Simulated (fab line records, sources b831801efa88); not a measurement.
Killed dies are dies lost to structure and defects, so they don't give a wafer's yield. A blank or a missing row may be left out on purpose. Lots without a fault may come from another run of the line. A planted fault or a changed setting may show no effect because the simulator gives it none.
fab line records | flow sky130
record lots=13 wafers=39 last_day=49
route steps=708 shown METAL4@630 METAL5@665 PASSIVATION@681 PAD_OPEN@708
lots that met no fault: from a run of the same line without faults
start_h: hours from the record's first day to the start of the lot's first wafer shown | wait_h: hours since the lot's step before | " the same as in the row above | L1.1+2: a row that stands for several wafers | - no value, or no start given | * or withheld: withheld | < > ~ a bound
route shown NAME@n: a module of which the file shows steps, and the number in the route of the first | usual: mean/standard deviation of fault-free wafers | same: alike in all rows | chamber/n: place in a boat | sites: the reading at each site | _std_site: their standard deviation | _edge_site: outer sites' mean less inner sites' | radius_mm: how far each site lies from the wafer's centre | mask NAME#n: copy n | behind: the tool/chamber that last shaped the wafer | hold: why the lot was held/for how many hours/how that ended | device: the transistor (n, p or np) that didn't switch | end of line: the same wafers' tests at the end of the route | a step without rows: its recipe alone | killed: dies lost to structure and defects at the first sort, not the wafer's yield | map: a wafer's dies, x killed, . not, _ none there
set.NAME: the setting as run; set.NAME@STEP: as run at that earlier step | model.NAME: the simulator's own value behind a step, which no gauge read
steps of the route over a sample of lots; a table a step, a row a wafer
services: from which hour (start_h, from the record's first day; less than 0 if before it) a tool's chamber was out of use, for how many hours, and why
## steps
# step SKY_METAL4_OVL_MEAS_14
# usual METAL4_OVL=6/4.8
# columns lot.wafer tool chamber start_h wait_h METAL4_OVL[nm]
L261.2 overlay-02 - 970.63 0.1 7
L261.3 " - " " 10
L261.6 " - " " 9
L263.1 overlay-02 - 1010.11 0.1 2
L263.2 " - " " -2
L263.4 " - " " -2
L264.1 overlay-01 - 1077.62 0.1 11
L264.2 " - " " 10
L264.4 " - " " 12
L266.2 overlay-01 - 1078.93 0.1 10
L266.3 " - " " 3
L266.4 " - " " 8
L265.1 overlay-02 - 1079.85 0.1 15
L265.2 " - " " 6
L265.6 " - " " 13
L269.1 overlay-01 - 1080.32 0.1 5
L269.4 " - " " 2
L269.5 " - " " 5
L271.3 overlay-02 - 1081.14 0.1 -3
L271.4 " - " " 1
L271.6 " - " " 3
L272.1 overlay-01 - 1083.22 0.1 8
L272.3 " - " " 8
L272.4 " - " " 7
L273.1 overlay-01 - 1085.70 0.1 -1
L273.3 " - " " 9
L273.4 " - " " 8
L277.1 overlay-01 - 1087.76 0.1 6
L277.2 " - " " 1
L277.4 " - " " 7
L278.1 overlay-01 - 1089.51 0.1 3
L278.3 " - " " -4
L278.4 " - " " 2
L280.1 overlay-02 - 1096.36 0.1 11
L280.3 " - " " 6
L280.6 " - " " 11
L281.1 overlay-02 - 1098.21 0.1 5
L281.4 " - " " 11
L281.5 " - " " 15
# step SKY_METAL5_SPUTTER_04
# recipe material=TiN target_thk_nm=70 power_w=6500 time_s=58.3 chamber_pressure_pa=0.4
# usual throttle_valve_pct=30.1/1.1
# columns lot.wafer tool chamber start_h wait_h throttle_valve_pct
L261.2 pvd_sputter-04 - 995.78 0.0 28.8
L261.3 " - " " 30.3
L261.6 " - " " 29.8
L263.1 pvd_sputter-01 - 1037.10 0.0 30.8
L263.2 " - " " 28.6
L263.4 " - " " 28.9
L264.1 pvd_sputter-04 - 1101.10 0.0 30.2
L264.2 " - " " 29.0
L264.4 " - " " 30.4
L266.2 pvd_sputter-03 - 1102.26 0.0 31.8
L266.3 " - " " 31.3
L266.4 " - " " 31.2
L265.1 pvd_sputter-03 - 1102.97 0.0 30.0
L265.2 " - " " 31.6
L265.6 " - " " 31.2
L269.1 pvd_sputter-03 - 1103.21 0.0 31.2
L269.4 " - " " 29.8
L269.5 " - " " 31.3
L271.3 pvd_sputter-03 - 1104.46 0.0 30.1
L271.4 " - " " 31.2
L271.6 " - " " 32.1
L272.1 pvd_sputter-01 - 1106.35 0.0 30.7
L272.3 " - " " 28.7
L272.4 " - " " 28.5
L273.1 pvd_sputter-04 - 1109.39 0.0 28.7
L273.3 " - " " 30.1
L273.4 " - " " 28.4
L277.1 pvd_sputter-03 - 1110.82 0.0 31.5
L277.2 " - " " 30.0
L277.4 " - " " 31.5
L278.1 pvd_sputter-01 - 1112.99 0.0 28.9
L278.3 " - " " 28.4
L278.4 " - " " 28.7
L280.1 pvd_sputter-03 - 1118.93 0.0 31.4
L280.3 " - " " 29.9
L280.6 " - " " 31.3
L281.1 pvd_sputter-04 - 1121.42 0.0 30.7
L281.4 " - " " 28.9
L281.5 " - " " 30.4
# step SKY_METAL5_SOFTBAKE_10
# recipe temp_c=90 time_s=60 resist=NOVOLAK
# usual heater_power_total_W=56.60/0.045 plate_temp_C=90.02/0.12 resist_line_temp_C=22.95/0.1
# columns lot.wafer tool chamber start_h wait_h heater_power_total_W plate_temp_C resist_line_temp_C
L261.2 litho_track-02 0 1007.62 0.1 56.60 89.78 23.02
L261.3 " 0 " " 56.61 90.01 23.01
L261.6 " 0 " " 56.63 90.17 23.10
L263.1 litho_track-01 0 1047.26 0.1 56.61 90.07 22.96
L263.2 " 0 " " 56.57 90.12 23.05
L263.4 " 0 " " 56.66 90.30 22.94
L264.1 litho_track-02 0 1110.84 0.1 56.66 89.85 22.90
L264.2 " 0 " " 56.57 89.77 22.83
L264.4 " 0 " " 56.50 89.93 22.91
L266.2 litho_track-02 0 1111.82 0.1 56.62 90.05 23.25
L266.3 " 0 " " 56.62 89.96 23.10
L266.4 " 0 " " 56.57 90.30 23.10
L265.1 litho_track-04 0 1112.50 0.1 56.63 89.83 23.10
L265.2 " 0 " " 56.63 90.13 23.04
L265.6 " 0 " " 56.54 90.05 23.02
L269.1 litho_track-04 0 1113.10 0.1 56.54 89.77 23.08
L269.4 " 0 " " 56.58 89.93 23.07
L269.5 " 0 " " 56.64 90.02 22.80
L271.3 litho_track-02 0 1114.19 0.1 56.54 90.09 22.99
L271.4 " 0 " " 56.63 90.10 22.83
L271.6 " 0 " " 56.63 90.14 22.70
L272.1 litho_track-04 0 1116.75 0.1 58.99 92.91 22.81
L272.3 " 0 " " 59.16 92.96 22.89
L272.4 " 0 " " 59.16 93.09 22.85
L273.1 litho_track-04 0 1119.35 0.1 59.19 92.83 23.00
L273.3 " 0 " " 59.10 92.93 22.95
L273.4 " 0 " " 59.12 93.12 22.95
L277.1 litho_track-02 0 1120.84 0.1 56.56 89.91 22.96
L277.2 " 0 " " 56.55 90.09 23.02
L277.4 " 0 " " 56.58 89.87 22.88
L278.1 litho_track-02 0 1123.19 0.1 56.60 90.02 22.96
L278.3 " 0 " " 56.56 90.02 22.93
L278.4 " 0 " " 56.52 89.97 22.89
L280.1 litho_track-02 0 1129.44 0.1 56.58 90.16 22.96
L280.3 " 0 " " 56.62 90.22 23.08
L280.6 " 0 " " 56.65 90.15 23.00
L281.1 litho_track-01 0 1131.26 0.1 56.59 89.92 23.04
L281.4 " 0 " " 56.64 89.89 22.94
L281.5 " 0 " " 56.67 89.95 22.97
# step SKY_PASSIVATION_CVD_00
# recipe material=SiO2 target_thk_nm=90 temp_c=400 time_s=withheld rf_w=600
# usual heater_power_w=667/100
# columns lot.wafer tool chamber start_h wait_h heater_power_w
L261.2 pecvd-01 1 1019.78 0.0 673
L261.3 " 0 " " 789
L261.6 " 1 " " 661
L263.1 pecvd-01 1 1058.96 0.0 559
L263.2 " 0 " " 813
L263.4 " 2 " " 763
L264.1 pecvd-03 2 1122.94 0.0 654
L264.2 " 1 " " 649
L264.4 " 0 " " 625
L266.2 pecvd-02 0 1123.07 0.0 456
L266.3 " 1 " " 568
L266.4 " 1 " " 584
L265.1 pecvd-02 2 1123.74 0.0 781
L265.2 " 0 " " 429
L265.6 " 2 " " 606
L269.1 pecvd-03 1 1124.06 0.0 654
L269.4 " 0 " " 591
L269.5 " 2 " " 659
L271.3 pecvd-01 2 1125.38 0.0 789
L271.4 " 2 " " 646
L271.6 " 1 " " 544
L272.1 pecvd-01 1 1127.44 0.0 632
L272.3 " 2 " " 771
L272.4 " 2 " " 777
L273.1 pecvd-02 1 1130.75 0.0 666
L273.3 " 2 " " 775
L273.4 " 0 " " 398
L277.1 pecvd-03 0 1131.76 0.0 596
L277.2 " 2 " " 715
L277.4 " 2 " " 708
L278.1 pecvd-02 1 1133.96 0.0 732
L278.3 " 0 " " 429
L278.4 " 1 " " 732
L280.1 pecvd-01 2 1140.78 0.0 686
L280.3 " 1 " " 619
L280.6 " 0 " " 818
L281.1 pecvd-01 0 1141.78 0.0 820
L281.4 " 1 " " 654
L281.5 " 0 " " 811
# step SKY_PAD_OPEN_PROBE_99
# usual defect_limited_yield=82.8/2 killed_at_M0_to_M3=42/7.3 killed_at_M4_up=3.4/2 killed_at_contacts=24/5.8 killed_at_front_end=15/4.6 killed_at_other=0.3/0.62 killed_dies=84/9.8 killed_open=47/6.9 killed_short=38/6.3 sort_bin_3_pad_short=0.8/0.38 sort_bin_5_function=10.2/1.5 sort_bin_6_memory=6.2/1.1 sort_n_pass=408/9.8 sort_yield_pct=82.8/2
# same gross_dies=492 killed_at_back_side=0 sort_bin_4_leakage[%]=0 sort_bin_8_speed[%]=0
# columns lot.wafer tool chamber start_h wait_h defect_limited_yield[%] killed_at_M0_to_M3 killed_at_M4_up killed_at_contacts killed_at_front_end killed_at_other killed_dies killed_open killed_short sort_bin_3_pad_short[%] sort_bin_5_function[%] sort_bin_6_memory[%] sort_n_pass sort_yield_pct[%]
L261.2 prober-02 - 1064.25 0.1 81.3 57 1 24 9 1 92 53 39 1.0 9.6 8.1 400 81.3
L261.3 prober-02 - 1064.30 0.2 83.5 43 3 16 18 1 81 40 41 0.6 8.9 6.9 411 83.5
L261.6 prober-02 - 1064.45 0.2 84.6 37 3 26 10 0 76 41 35 1.0 8.1 6.3 416 84.6
L264.1 prober-02 - 1165.20 0.1 82.3 45 4 24 14 0 87 52 35 1.0 10.6 6.1 405 82.3
L264.2 prober-02 - 1165.25 0.1 83.7 44 3 12 21 0 80 46 34 0.4 8.3 7.5 412 83.7
L264.4 prober-02 - 1165.35 0.2 85.2 40 0 19 14 0 73 42 31 0.6 8.3 5.9 419 85.2
L266.2 prober-01 - 1165.92 0.1 85.0 36 1 25 12 0 74 41 33 0.6 8.3 6.1 418 85.0
L266.3 prober-01 - 1165.97 0.2 81.3 40 6 26 19 1 92 48 44 0.6 12.0 6.1 400 81.3
L266.4 prober-01 - 1166.02 0.2 80.7 46 4 32 13 0 95 55 40 1.2 13.2 4.9 397 80.7
L265.1 prober-02 - 1166.70 0.1 82.7 28 3 37 14 3 85 49 36 0.6 9.3 7.3 407 82.7
L265.2 prober-02 - 1166.75 0.1 84.1 38 8 20 12 0 78 45 33 0.8 9.1 5.9 414 84.1
L265.6 prober-02 - 1166.95 0.2 85.0 38 2 22 12 0 74 46 28 0.6 8.7 5.7 418 85.0
L273.1 prober-02 - 1172.95 0.1 85.2 44 4 17 8 0 73 39 34 1.2 7.9 5.7 419 85.2
L273.3 prober-02 - 1173.05 0.2 81.9 41 5 21 22 0 89 55 34 1.2 12.0 4.9 403 81.9
L273.4 prober-02 - 1173.10 0.2 80.5 52 2 29 13 0 96 52 44 0.4 12.0 7.1 396 80.5
L281.1 prober-02 - 1183.23 0.1 81.7 47 10 21 12 0 90 48 42 0.6 12.4 5.3 402 81.7
L281.4 prober-02 - 1183.38 0.2 84.8 43 7 16 9 0 75 51 24 0.4 11.4 3.5 417 84.8
L281.5 prober-02 - 1183.43 0.2 81.1 58 7 21 7 0 93 51 42 0.6 11.8 6.5 399 81.1
# killed by level:class
L261.2 VIA3:geometric_particle:open=13 METAL1:geometric_particle:short=11 LI_CONTACT:geometric_particle:open=10 VIA1:geometric_particle:open=8 VIA2:geometric_particle:open=8 CONTACT:geometric_particle:short=5 LI_CONTACT:geometric_particle:short=4 METAL2:geometric_particle:short=4
L261.3 VIA1:geometric_particle:open=8 VIA3:geometric_particle:open=8 FIELD_ISO:geometric_particle:short=7 METAL2:geometric_particle:short=7 VIA2:geometric_particle:open=5 SPACER:geometric_particle:open=4 CONTACT:geometric_particle:short=4 VIA3:geometric_particle:short=4
L261.6 CONTACT:geometric_particle:open=10 LI_CONTACT:geometric_particle:open=7 METAL2:geometric_particle:short=7 VIA1:geometric_particle:open=7 VIA2:geometric_particle:open=6 FIELD_ISO:geometric_particle:short=4 VIA3:geometric_particle:open=4 VIA3:geometric_particle:short=4
L264.1 VIA1:geometric_particle:open=10 CONTACT:geometric_particle:open=8 METAL1:geometric_particle:short=8 VIA3:geometric_particle:open=7 LI_CONTACT:geometric_particle:open=6 VIA2:geometric_particle:open=6 FIELD_ISO:geometric_particle:open=5 VIA1:geometric_particle:short=5
L264.2 VIA1:geometric_particle:open=14 FIELD_ISO:geometric_particle:short=7 METAL3:geometric_particle:short=7 CONTACT:geometric_particle:open=6 VIA2:geometric_particle:open=6 VIA3:geometric_particle:open=5 POLY_GATE:geometric_particle:open=4 FIELD_ISO:geometric_particle:open=3
L264.4 CONTACT:geometric_particle:open=10 VIA3:geometric_particle:open=9 VIA3:geometric_particle:short=8 VIA1:geometric_particle:open=8 POLY_GATE:geometric_particle:open=5 VIA2:geometric_particle:open=5 METAL1:geometric_particle:short=4 CONTACT:geometric_particle:short=4
L266.2 VIA1:geometric_particle:open=14 CONTACT:geometric_particle:open=6 LI_CONTACT:geometric_particle:open=6 METAL2:geometric_particle:short=6 CONTACT:geometric_particle:short=5 FIELD_ISO:geometric_particle:open=4 FIELD_ISO:geometric_particle:short=3 METAL1:geometric_particle:short=3
L266.3 CONTACT:geometric_particle:open=10 VIA1:geometric_particle:open=9 LI_CONTACT:geometric_particle:open=6 METAL1:geometric_particle:short=6 VIA1:geometric_particle:short=6 CONTACT:geometric_particle:short=5 FIELD_ISO:geometric_particle:short=4 POLY_GATE:geometric_particle:short=4
L266.4 VIA1:geometric_particle:open=11 CONTACT:geometric_particle:short=11 VIA3:geometric_particle:open=9 CONTACT:geometric_particle:open=7 LI_CONTACT:geometric_particle:open=6 VIA2:geometric_particle:open=5 FIELD_ISO:geometric_particle:open=4 POLY_GATE:geometric_particle:short=4
L265.1 LI_CONTACT:geometric_particle:open=13 CONTACT:geometric_particle:open=8 LOCAL_INTERCONNECT:geometric_particle:short=6 CONTACT:geometric_particle:short=6 VIA1:geometric_particle:open=6 POLY_GATE:geometric_particle:short=5 VIA3:geometric_particle:open=5 FIELD_ISO:geometric_particle:open=4
L265.2 VIA2:geometric_particle:open=10 VIA1:geometric_particle:open=9 METAL4:geometric_particle:short=8 LI_CONTACT:geometric_particle:open=6 CONTACT:geometric_particle:open=6 VIA3:geometric_particle:open=4 FIELD_ISO:geometric_particle:open=3 FIELD_ISO:geometric_particle:short=3
L265.6 CONTACT:geometric_particle:open=10 VIA3:geometric_particle:open=8 VIA1:geometric_particle:open=7 VIA2:geometric_particle:open=6 LI_CONTACT:geometric_particle:open=5 POLY_GATE:geometric_particle:short=4 METAL1:geometric_particle:short=4 VIA2:geometric_particle:short=4
L273.1 VIA1:geometric_particle:open=8 CONTACT:geometric_particle:open=7 METAL2:geometric_particle:short=5 VIA2:geometric_particle:open=5 VIA3:geometric_particle:open=5 LI_CONTACT:geometric_particle:open=4 VIA1:geometric_particle:short=4 VIA2:geometric_particle:short=4
L273.3 VIA1:geometric_particle:open=11 CONTACT:geometric_particle:open=10 FIELD_ISO:geometric_particle:open=8 POLY_GATE:geometric_particle:open=5 METAL2:geometric_particle:short=5 VIA2:geometric_particle:open=5 VIA3:geometric_particle:open=5 FIELD_ISO:geometric_particle:short=4
L273.4 CONTACT:geometric_particle:open=10 VIA3:geometric_particle:open=9 LI_CONTACT:geometric_particle:open=8 VIA1:geometric_particle:open=7 VIA2:geometric_particle:open=7 METAL1:geometric_particle:short=7 VIA1:geometric_particle:short=6 METAL2:geometric_particle:short=6
L281.1 VIA1:geometric_particle:open=13 VIA3:geometric_particle:open=9 METAL4:geometric_particle:short=8 LI_CONTACT:geometric_particle:open=6 METAL2:geometric_particle:short=5 CONTACT:geometric_particle:open=5 METAL1:geometric_particle:short=5 VIA2:geometric_particle:open=5
L281.4 VIA1:geometric_particle:open=13 VIA2:geometric_particle:open=10 VIA3:geometric_particle:open=7 LI_CONTACT:geometric_particle:open=5 CONTACT:geometric_particle:open=5 FIELD_ISO:geometric_particle:open=4 CONTACT:geometric_particle:short=4 METAL2:geometric_particle:short=4
L281.5 VIA1:geometric_particle:short=10 VIA3:geometric_particle:open=9 VIA1:geometric_particle:open=7 VIA2:geometric_particle:open=7 LI_CONTACT:geometric_particle:open=6 METAL1:geometric_particle:short=6 CONTACT:geometric_particle:open=6 METAL2:geometric_particle:short=6
## services
# columns tool chamber start_h hours kind
pvd_sputter-03 - 995.95 31.0 repair
pecvd-03 1 999.38 - clean
pecvd-03 1 999.38 - consumable_replace:showerhead
pecvd-03 1 999.38 29.0 scheduled_down
pecvd-03 1 999.38 29.0 vent_cycle
pecvd-01 2 1002.67 5.6 repair
pecvd-03 0 1004.08 19.4 repair
pecvd-02 1 1008.81 5.5 scheduled_down
pvd_sputter-04 - 1020.20 3.7 repair
pecvd-01 - 1041.14 1.3 repair
pecvd-03 - 1058.54 23.0 repair
pecvd-01 2 1079.49 2.1 scheduled_down
pecvd-02 0 1096.67 5.5 scheduled_down
pvd_sputter-01 - 1116.66 6.5 repair
## key
first_sign step=SKY_METAL5_SOFTBAKE_10 reading=heater_power_total_W direction=up sigmas=56 usual=* struck=*
effect step=SKY_METAL5_SOFTBAKE_10 reading=plate_temp_C direction=up sigmas=24 usual=* struck=*
met_at SKY_METAL5_SOFTBAKE_10
struck_lots L272,L273
not_acting_at SKY_METAL4_OVL_MEAS_14,SKY_METAL5_SPUTTER_04,SKY_PASSIVATION_CVD_00
onset_between 1113.10 1116.75
fault kind=process_parameter_drift tool=litho_track-04 chamber=- onset_h=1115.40 steps=SKY_METAL5_SOFTBAKE_10 channel=temp_c offset=* shape=step end_h=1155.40 acts_in=* stated=*
